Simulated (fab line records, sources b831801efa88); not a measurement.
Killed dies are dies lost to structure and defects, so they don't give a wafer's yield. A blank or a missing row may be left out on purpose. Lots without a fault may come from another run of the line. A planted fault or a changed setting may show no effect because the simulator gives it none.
fab line records | flow sky130
record lots=10 wafers=30 last_day=49
route steps=708 shown METAL1@453 VIA1@472 PAD_OPEN@708
lots that met no fault: from a run of the same line without faults
start_h: hours from the record's first day to the start of the lot's first wafer shown | wait_h: hours since the lot's step before | " the same as in the row above | L1.1+2: a row that stands for several wafers | - no value, or no start given | * or withheld: withheld | < > ~ a bound
route shown NAME@n: a module of which the file shows steps, and the number in the route of the first | usual: mean/standard deviation of fault-free wafers | same: alike in all rows | chamber/n: place in a boat | sites: the reading at each site | _std_site: their standard deviation | _edge_site: outer sites' mean less inner sites' | radius_mm: how far each site lies from the wafer's centre | mask NAME#n: copy n | behind: the tool/chamber that last shaped the wafer | hold: why the lot was held/for how many hours/how that ended | device: the transistor (n, p or np) that didn't switch | end of line: the same wafers' tests at the end of the route | a step without rows: its recipe alone | killed: dies lost to structure and defects at the first sort, not the wafer's yield | map: a wafer's dies, x killed, . not, _ none there
set.NAME: the setting as run; set.NAME@STEP: as run at that earlier step | model.NAME: the simulator's own value behind a step, which no gauge read
steps of the route over a sample of lots; a table a step, a row a wafer
services: from which hour (start_h, from the record's first day; less than 0 if before it) a tool's chamber was out of use, for how many hours, and why
## steps
# step SKY_METAL1_METAL_ETCH_19
# recipe target_depth_a=3600 stop_on=SiO2 over_etch_frac=0.3 time_s=78 chemistry=Cl2/BCl3 resist_sidewall_deg=88 pressure_mtorr=10 icp_w=900 bias_w=48.5 Cl2_flow_sccm=60 bcl3_flow_sccm=30
# usual bcl3_flow_sccm=29.97/0.083 bias_w=48.49/0.15 chamber_pressure_mTorr=10.001/0.0083 drypump_motor_current_A=5.6/0.49 oes_product_au=0.853/0.0061 throttle_valve_pct=22.265/0.0086
# same over_etch_frac=0.3
# columns lot.wafer tool chamber start_h wait_h bcl3_flow_sccm bias_w chamber_pressure_mTorr drypump_motor_current_A oes_product_au rf_hours_counter_h throttle_valve_pct
L145.2 rie_metal-01 0 760.13 0.0 30.06 48.54 10.003 6.3 0.856 3 22.266
L145.3 " 0 " " 29.93 48.55 10.002 6.3 0.861 - 22.257
L145.6 " 0 " " 29.95 48.74 10.013 6.3 0.849 - 22.262
L148.3 rie_metal-03 0 786.71 0.1 29.90 48.38 10.011 5.6 0.844 - 22.266
L148.4 " 1 " " 29.95 48.49 9.994 6.0 0.852 - 22.276
L148.6 " 0 " " 29.87 48.29 9.992 5.6 0.850 - 22.260
L155.3 rie_metal-04 1 844.89 0.1 29.99 48.43 10.010 5.8 0.859 - 22.273
L155.4 " 1 " " 30.04 48.33 10.006 5.8 0.862 - 22.270
L155.5 " 1 " " 29.85 48.32 9.996 5.9 0.853 - 22.274
L154.2 rie_metal-03 0 845.68 0.0 29.95 48.55 9.986 5.6 0.863 3 22.267
L154.4 " 0 " " 29.89 48.62 10.003 5.6 0.843 - 22.272
L154.5 " 1 " " 29.88 48.56 10.001 5.9 0.862 - 22.281
L156.1 rie_metal-03 0 851.08 0.0 29.91 48.45 10.015 5.6 0.857 4 22.275
L156.2 " 1 " " 30.04 48.37 9.998 6.0 0.852 7 22.276
L156.6 " 0 " " 29.91 48.48 10.000 5.6 0.858 - 22.255
L160.3 rie_metal-04 0 873.92 0.1 29.92 48.59 9.999 4.7 0.853 - 22.272
L160.4 " 1 " " 30.16 48.20 10.011 5.9 0.858 - 22.274
L160.6 " 0 " " 30.02 48.59 10.007 4.7 0.848 - 22.253
L161.2 rie_metal-01 0 874.38 0.0 29.82 48.26 10.004 6.3 0.856 7 22.257
L161.3 " 0 " " 30.06 48.43 10.004 6.3 0.849 - 22.251
L161.6 " 0 " " 29.92 48.47 10.003 6.3 0.848 - 22.260
L163.1 rie_metal-03 1 893.33 0.0 29.91 48.43 9.994 6.0 0.858 8 22.269
L163.3 " 1 " " 29.92 48.51 9.984 6.0 0.862 - 22.258
L163.5 " 1 " " 29.88 48.28 9.999 5.9 0.851 - 22.259
L165.1 rie_metal-04 1 913.44 0.0 29.82 48.41 10.019 5.9 0.859 2 22.259
L165.2 " 0 " " 29.98 48.54 9.985 4.7 0.858 14 22.266
L165.6 " 0 " " 30.00 48.73 10.003 4.7 0.849 - 22.261
L166.2 rie_metal-01 0 915.41 0.1 29.93 48.76 10.006 6.3 0.860 - 22.272
L166.3 " 0 " " 29.92 48.56 10.012 6.3 0.843 - 22.269
L166.6 " 0 " " 29.99 48.37 10.022 6.3 0.859 - 22.271
# step SKY_VIA1_ETCH_14
# recipe chemistry=N2/H2 target=BARC ion_energy_ev=200 source_w=500 bias_w=100 pressure_mtorr=30 n2_flow_sccm=100 h2_flow_sccm=200 stop_on=SiO2 time_s=45.9 target_depth_a=600
# usual bias_w=100.00/0.29 chamber_pressure_mTorr=30.004/0.028 drypump_motor_current_A=5.7/0.51 oes_product_au=0.855/0.0041 throttle_valve_pct=13.226/0.009
# columns lot.wafer tool chamber start_h wait_h bias_w chamber_pressure_mTorr drypump_motor_current_A oes_product_au rf_hours_counter_h throttle_valve_pct
L145.2 rie_diel-04 3 787.94 0.0 100.08 30.037 5.8 0.853 2 13.236
L145.3 " 2 " " 100.22 30.023 6.5 0.860 12 13.237
L145.6 " 0 " " 100.03 30.033 6.3 0.853 - 13.223
L148.3 rie_diel-03 1 814.06 0.0 100.11 29.990 5.1 0.848 12 13.235
L148.4 " 3 " " 100.35 30.052 5.1 0.861 15 13.231
L148.6 " 3 " " 100.12 30.014 5.1 0.849 - 13.233
L155.3 rie_diel-04 2 872.54 0.0 - - - - - -
L155.4 " 0 " " - - - - - -
L155.5 " 3 " " - - - - - -
L154.2 rie_diel-03 0 872.89 0.0 - - - - - -
L154.4 " 3 " " - - - - - -
L154.5 " 0 " " - - - - - -
L156.1 rie_diel-04 0 878.14 0.0 - - - - - -
L156.2 " 3 " " - - - - - -
L156.6 " 3 " " - - - - - -
L160.3 rie_diel-04 3 901.44 0.0 99.90 30.023 5.9 0.856 6 13.211
L160.4 " 2 " " 100.23 30.033 6.5 0.855 - 13.231
L160.6 " 3 " " 99.94 29.986 5.9 0.860 - 13.208
L161.2 rie_diel-03 2 901.74 0.0 99.59 29.969 5.8 0.858 13 13.216
L161.3 " 1 " " 100.11 30.032 5.1 0.859 15 13.221
L161.6 " 2 " " 99.90 30.026 5.8 0.855 - 13.222
L163.1 rie_diel-01 2 919.79 0.0 100.31 30.033 5.8 0.857 14 13.225
L163.3 " 0 " " 100.30 30.020 4.8 0.855 5 13.229
L163.5 " 1 " " 99.70 30.023 6.2 0.853 - 13.239
L165.1 rie_diel-04 0 939.69 0.0 99.97 30.039 6.3 0.859 17 13.235
L165.2 " 3 " " 99.99 30.005 5.8 0.855 7 13.219
L165.6 " 2 " " 99.88 29.969 6.5 0.858 - 13.240
L166.2 rie_diel-03 0 940.29 0.0 99.79 30.009 5.3 0.864 12 13.229
L166.3 " 3 " " 100.61 29.942 5.0 0.855 19 13.239
L166.6 " 1 " " 100.61 29.961 5.1 0.858 - 13.215
# step SKY_VIA1_ETCH_15
# recipe target=SiO2 chemistry=C4F8/O2/Ar target_depth_nm=351 stop_on=TiN mask_material=KrF-thick source_w=1500 bias_w=1200 pressure_mtorr=40 c4f8_flow_sccm=withheld O2_flow_sccm=6 Ar_flow_sccm=300 time_s=54
# usual bias_w=1200/3.7 chamber_pressure_mTorr=40.00/0.039 oes_product_au=0.981/0.0053
# columns lot.wafer tool chamber start_h wait_h bias_w chamber_pressure_mTorr oes_product_au rf_hours_counter_h
L145.2 rie_diel-04 3 787.98 0.0 1202 40.00 0.975 2
L145.3 " 2 " " 1202 39.95 0.978 12
L145.6 " 0 " " 1192 40.00 0.978 -
L148.3 rie_diel-03 1 814.10 0.0 1204 39.96 0.981 12
L148.4 " 3 " " 1199 40.01 0.979 15
L148.6 " 3 " " 1194 39.99 0.974 -
L155.3 rie_diel-04 2 872.58 0.0 1203 39.92 0.376 14
L155.4 " 0 " " 1205 39.97 0.376 15
L155.5 " 3 " " 1205 40.07 0.382 -
L154.2 rie_diel-03 0 872.93 0.0 1193 39.97 0.376 9
L154.4 " 3 " " 1198 40.00 0.364 17
L154.5 " 0 " " 1196 40.00 0.378 -
L156.1 rie_diel-04 0 878.18 0.0 1199 39.96 0.375 15
L156.2 " 3 " " 1199 40.02 0.374 5
L156.6 " 3 " " 1200 39.96 0.376 -
L160.3 rie_diel-04 3 901.49 0.0 1204 40.00 0.972 6
L160.4 " 2 " " 1200 40.00 0.981 -
L160.6 " 3 " " 1204 39.98 0.988 -
L161.2 rie_diel-03 2 901.78 0.0 1205 40.06 0.976 13
L161.3 " 1 " " 1202 39.95 0.977 15
L161.6 " 2 " " 1201 40.08 0.974 -
L163.1 rie_diel-01 2 919.84 0.0 1200 40.01 0.980 14
L163.3 " 0 " " 1203 40.00 0.984 5
L163.5 " 1 " " 1196 39.93 0.985 -
L165.1 rie_diel-04 0 939.73 0.0 1197 39.95 0.980 17
L165.2 " 3 " " 1196 40.02 0.975 7
L165.6 " 2 " " 1202 39.99 0.986 -
L166.2 rie_diel-03 0 940.33 0.0 1201 40.03 0.977 12
L166.3 " 3 " " 1199 40.04 0.987 19
L166.6 " 1 " " 1200 40.03 0.984 -
# step SKY_VIA1_STRIP_16
# recipe chemistry=O2/N2 power_w=1400 pressure_mtorr=1500 platen_temp_c=withheld o2_flow_sccm=3000 n2_flow_sccm=300 overash_fraction=0.5
# usual chamber_pressure_mTorr=1500.1/1.4 drypump_motor_current_A=5.6/0.63 oes_product_au=0.416/0.0046 strip_time_to_endpoint_s=4.463/0.022
# columns lot.wafer tool chamber start_h wait_h chamber_pressure_mTorr drypump_motor_current_A oes_product_au rf_hours_counter_h strip_time_to_endpoint_s
L145.2 plasma_asher-02 1 788.03 0.0 1498.1 5.9 0.418 97 4.465
L145.3 " 0 " " 1498.0 5.1 0.410 - 4.440
L145.6 " 0 " " 1501.6 5.1 0.425 - 4.457
L148.3 plasma_asher-01 0 814.18 0.1 1501.4 5.3 0.417 - 4.473
L148.4 " 1 " " 1499.3 6.2 0.422 - 4.486
L148.6 " 0 " " 1498.9 5.2 0.418 - 4.453
L155.3 plasma_asher-01 0 872.66 0.1 1499.5 5.2 0.434 - 4.943
L155.4 " 1 " " 1500.1 6.2 0.431 - 4.944
L155.5 " 0 " " 1500.4 5.2 0.435 - 4.934
L154.2 plasma_asher-04 1 872.98 0.0 1498.6 4.7 0.437 10 4.913
L154.4 " 0 " " 1498.6 6.7 0.439 - 4.934
L154.5 " 1 " " 1501.5 4.7 0.437 - 4.918
L156.1 plasma_asher-02 0 878.23 0.0 1497.4 5.1 0.435 106 4.910
L156.2 " 1 " " 1496.7 5.9 0.434 106 4.909
L156.6 " 1 " " 1500.6 5.9 0.425 - 4.910
L160.3 plasma_asher-01 0 901.57 0.1 1500.7 5.2 0.421 - 4.476
L160.4 " 1 " " 1500.2 6.2 0.422 - 4.450
L160.6 " 1 " " 1501.5 6.2 0.422 - 4.482
L161.2 plasma_asher-02 1 901.83 0.0 1500.4 5.9 0.418 108 4.439
L161.3 " 0 " " 1498.4 5.1 0.415 - 4.495
L161.6 " 1 " " 1499.2 5.9 0.418 - 4.444
L163.1 plasma_asher-01 1 919.88 0.0 1501.0 6.2 0.416 78 4.473
L163.3 " 0 " " 1499.8 5.3 0.418 - 4.411
L163.5 " 1 " " 1499.4 6.2 0.414 - 4.470
L165.1 plasma_asher-04 0 939.78 0.0 1500.2 6.7 0.422 16 4.467
L165.2 " 1 " " 1499.8 4.7 0.417 16 4.460
L165.6 " 0 " " 1496.6 6.7 0.417 - 4.461
L166.2 plasma_asher-02 1 940.38 0.0 1498.9 5.9 0.424 112 4.458
L166.3 " 0 " " 1502.8 5.2 0.412 - 4.469
L166.6 " 1 " " 1501.3 5.9 0.414 - 4.444
# step SKY_PAD_OPEN_PROBE_99
# usual defect_limited_yield=82.5/1.8 killed_at_M0_to_M3=44/6.6 killed_at_M4_up=2.9/1.8 killed_at_contacts=24/4.8 killed_at_front_end=15/4.5 killed_at_other=0.3/0.64 killed_dies=86/8.7 killed_on_rim=17/3.8 killed_open=47/6.5 killed_short=39/5.8 sort_bin_3_pad_short=0.9/0.4 sort_bin_5_function=10.3/1.4 sort_bin_6_memory=6.2/1.1 sort_n_pass=406/8.7 sort_yield_pct=82.5/1.8
# same gross_dies=492 killed_at_back_side=0 sort_bin_4_leakage[%]=0 sort_bin_8_speed[%]=0
# columns lot.wafer tool chamber start_h wait_h defect_limited_yield[%] killed_at_M0_to_M3 killed_at_M4_up killed_at_contacts killed_at_front_end killed_at_other killed_dies killed_on_rim killed_open killed_short sort_bin_3_pad_short[%] sort_bin_5_function[%] sort_bin_6_memory[%] sort_n_pass sort_yield_pct[%]
L155.3 prober-02 - 1138.54 0.2 0 444 5 27 16 0 492 96 39 56 1.2 92.5 6.3 0 0
L155.5 prober-02 - 1138.64 0.2 0 451 0 22 17 2 492 96 50 29 0.4 93.9 5.7 0 0
L154.2 prober-01 - 1139.27 0.1 0 447 3 26 16 0 492 96 47 38 0.6 93.3 6.1 0 0
L154.4 prober-01 - 1139.37 0.2 0 446 1 20 25 0 492 96 43 41 0.8 93.9 5.3 0 0
L154.5 prober-01 - 1139.42 0.2 0 461 3 20 8 0 492 96 41 28 0.6 94.5 4.9 0 0
L156.1 prober-02 - 1143.06 0.1 0 446 3 23 19 1 492 96 58 38 1.2 91.5 7.3 0 0
L156.2 prober-02 - 1143.11 0.1 0 446 2 24 20 0 492 96 54 45 0.8 90.2 8.9 0 0
L156.6 prober-02 - 1143.31 0.2 0 454 4 18 16 0 492 96 40 39 0.8 94.9 4.3 0 0
# killed by level:class
L155.3 VIA1:area_etch=397 CONTACT:geometric_particle:open=9 VIA1:geometric_particle:open=9 VIA1:geometric_particle:short=8 FIELD_ISO:geometric_particle:open=7 VIA2:geometric_particle:short=7 POLY_GATE:geometric_particle:short=6 METAL2:geometric_particle:short=6
L155.5 VIA1:area_etch=413 CONTACT:geometric_particle:open=12 VIA1:geometric_particle:open=11 FIELD_ISO:geometric_particle:open=7 POLY_GATE:geometric_particle:open=5 CONTACT:geometric_particle:short=4 VIA1:geometric_particle:short=4 VIA2:geometric_particle:open=4
L154.2 VIA1:area_etch=407 CONTACT:geometric_particle:open=11 VIA1:geometric_particle:open=11 METAL2:geometric_particle:short=7 VIA3:geometric_particle:open=7 POLY_GATE:geometric_particle:short=6 VIA2:geometric_particle:open=5 LOCAL_INTERCONNECT:geometric_particle:open=4
L154.4 VIA1:area_etch=408 POLY_GATE:geometric_particle:open=8 VIA1:geometric_particle:open=7 FIELD_ISO:geometric_particle:open=6 VIA1:geometric_particle:short=6 VIA3:geometric_particle:open=6 FIELD_ISO:geometric_particle:short=5 METAL2:geometric_particle:short=5
L154.5 VIA1:area_etch=423 CONTACT:geometric_particle:open=9 VIA1:geometric_particle:open=8 VIA3:geometric_particle:open=8 VIA2:geometric_particle:short=5 VIA2:geometric_particle:open=4 FIELD_ISO:geometric_particle:open=4 LOCAL_INTERCONNECT:geometric_particle:short=4
L156.1 VIA1:area_etch=395 VIA1:geometric_particle:open=13 VIA2:geometric_particle:open=11 CONTACT:geometric_particle:open=10 METAL2:geometric_particle:short=9 LI_CONTACT:geometric_particle:open=8 VIA3:geometric_particle:short=6 FIELD_ISO:geometric_particle:open=5
L156.2 VIA1:area_etch=391 VIA1:geometric_particle:open=17 CONTACT:geometric_particle:open=8 VIA1:geometric_particle:short=8 VIA3:geometric_particle:open=6 FIELD_ISO:geometric_particle:open=5 LI_CONTACT:geometric_particle:open=5 CONTACT:geometric_particle:short=5
L156.6 VIA1:area_etch=413 VIA1:geometric_particle:open=14 FIELD_ISO:geometric_particle:short=8 METAL2:geometric_particle:short=6 LOCAL_INTERCONNECT:geometric_particle:short=5 CONTACT:geometric_particle:open=5 METAL1:geometric_particle:short=4 CONTACT:geometric_particle:short=4
## services
# columns tool chamber start_h hours kind
rie_diel-03 2 738.45 8.1 repair
rie_diel-01 1 740.57 14.4 repair
plasma_asher-04 - 744.85 21.2 pm
rie_diel-01 1 757.74 5.5 repair
rie_metal-01 - 767.22 2.8 pm
rie_diel-04 0 771.70 7.5 repair
rie_diel-04 1 786.49 5.6 repair
rie_metal-03 0 791.72 5.9 repair
plasma_asher-01 - 800.76 2.8 pm
rie_diel-03 0 801.94 3.6 repair
rie_diel-03 - 805.20 2.8 pm
rie_metal-01 0 820.17 21.8 repair
plasma_asher-04 - 828.36 8.5 repair
rie_metal-04 - 828.47 1.1 repair
rie_diel-03 3 830.99 4.3 repair
rie_diel-03 0 833.33 12.1 repair
rie_metal-04 0 833.46 16.5 repair
rie_metal-03 - 833.72 0.3 repair
rie_metal-03 1 856.02 15.8 repair
plasma_asher-04 - 861.87 2.8 pm
plasma_asher-02 - 862.45 2.8 pm
rie_diel-04 2 877.71 12.4 repair
rie_diel-04 1 890.95 10.7 repair
rie_diel-04 3 924.06 1.8 repair
## key
first_sign step=SKY_VIA1_ETCH_14 reading=tool_record direction=missing
effect step=SKY_VIA1_ETCH_15 reading=oes_product_au direction=down sigmas=99+ usual=0.981 struck=0.375
effect step=SKY_VIA1_STRIP_16 reading=strip_time_to_endpoint_s direction=up sigmas=21 usual=* struck=*
effect step=SKY_PAD_OPEN_PROBE_99 reading=killed_at_M0_to_M3 direction=up sigmas=61 usual=44 struck=449
more_kills_born_at SKY_VIA1_ETCH_14@rie_diel-04=2009 SKY_VIA1_ETCH_14@rie_diel-03=1238
met_at SKY_VIA1_ETCH_14
struck_lots L154,L155,L156
later_rows_left_out L154.2,L154.4,L154.5,L155.3,L155.4,L155.5,L156.1,L156.2,L156.6
not_acting_at SKY_METAL1_METAL_ETCH_19
onset_between 814.06 872.54
fault kind=skipped_step_whole tool=rie_diel-03,rie_diel-04 chamber=- onset_h=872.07 steps=SKY_VIA1_ETCH_14 scope=struck_lots_only
# later_rows_left_out: the simulator's readings of these wafers behind a module that went badly wrong aren't trusted and aren't shown, but for the sort
